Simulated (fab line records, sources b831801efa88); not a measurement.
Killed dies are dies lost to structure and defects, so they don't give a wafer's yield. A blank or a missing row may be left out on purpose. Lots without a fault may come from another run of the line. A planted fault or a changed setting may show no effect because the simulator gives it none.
Which tool did it? | flow gf180mcu | 24 lots, 72 wafers sampled, at 1 step of a route of 602

WHAT THE GAUGES READ, wafer by wafer
GF_CONTACT_THK_MEAS_26: measures by xrf.
lot  | measured     | on            | CONTACT_W_THK (nm)
L074 | day 16 03:20 | film_metro-02 | 294 296 292
L075 | day 16 07:53 | film_metro-03 | 291 288 294
L076 | day 16 21:44 | film_metro-04 | 299 297 298
L077 | day 17 03:35 | film_metro-02 | 300 299 297
L078 | day 17 09:43 | film_metro-03 | 295 294 295
L079 | day 18 00:51 | film_metro-02 | 301 289 296
L080 | day 18 04:06 | film_metro-02 | 296 301 296
L081 | day 18 15:47 | film_metro-04 | 300 298 303
L082 | day 19 01:11 | film_metro-04 | 296 299 301
L083 | day 19 16:07 | film_metro-04 | 305 303 299
L084 | day 19 23:47 | film_metro-02 | 300 301 303
L085 | day 20 08:37 | film_metro-03 | 297 297 298
L086 | day 20 17:02 | film_metro-02 | 299 298 300
L087 | day 21 00:28 | film_metro-03 | 292 294 292
L088 | day 21 12:05 | film_metro-04 | 304 304 306
L089 | day 21 13:41 | film_metro-03 | 306 305 308
L090 | day 22 01:23 | film_metro-02 | 299 302 295
L091 | day 22 13:19 | film_metro-04 | 301 302 301
L092 | day 22 18:45 | film_metro-03 | 305 307 303
L093 | day 22 22:37 | film_metro-03 | 303 304 305
L094 | day 23 11:16 | film_metro-02 | 299 300 301
L095 | day 23 15:20 | film_metro-04 | 304 307 297
L096 | day 23 21:42 | film_metro-04 | 301 307 306
L097 | day 24 09:57 | film_metro-02 | 296 300 296

WHICH TOOL RAN EACH LOT (tool, then ch and the chambers of the sampled wafers, then the start)
The record holds no process step before these readings.

WHAT THE TOOLS THEMSELVES READ (means of the sampled wafers that have a number; where no wafer has one, the mark that the record gives instead)
The record holds no such reading with a usual standard deviation.

THE ANSWER, worked out from the rows above alone
Rule: what is usual is taken from the lots themselves. Put in order of their means at a reading, lots are off if they are a third of the lots or fewer, leave a main group of 4 or more, and stand apart from it by a gap of 3 or more times the standard deviation of the main group's means; of several such gaps the widest counts. A main group whose means are all the same, to the digits that the tables above print for the reading, isn't used. A lot without any number at a reading at which 4 lots or more have one is off too. The other lots that the step has rows for count as sound. The gauges are gone through in route order, then the tools' own readings, and for those a lot's mean is taken as printed above. The first step at which some lot is off is used, and at that step the reading that is off furthest; a lot without a number counts as furthest.
No lot is off at any reading shown: from this, nothing can be told.

WHAT THE SIMULATOR HAD PUT IN
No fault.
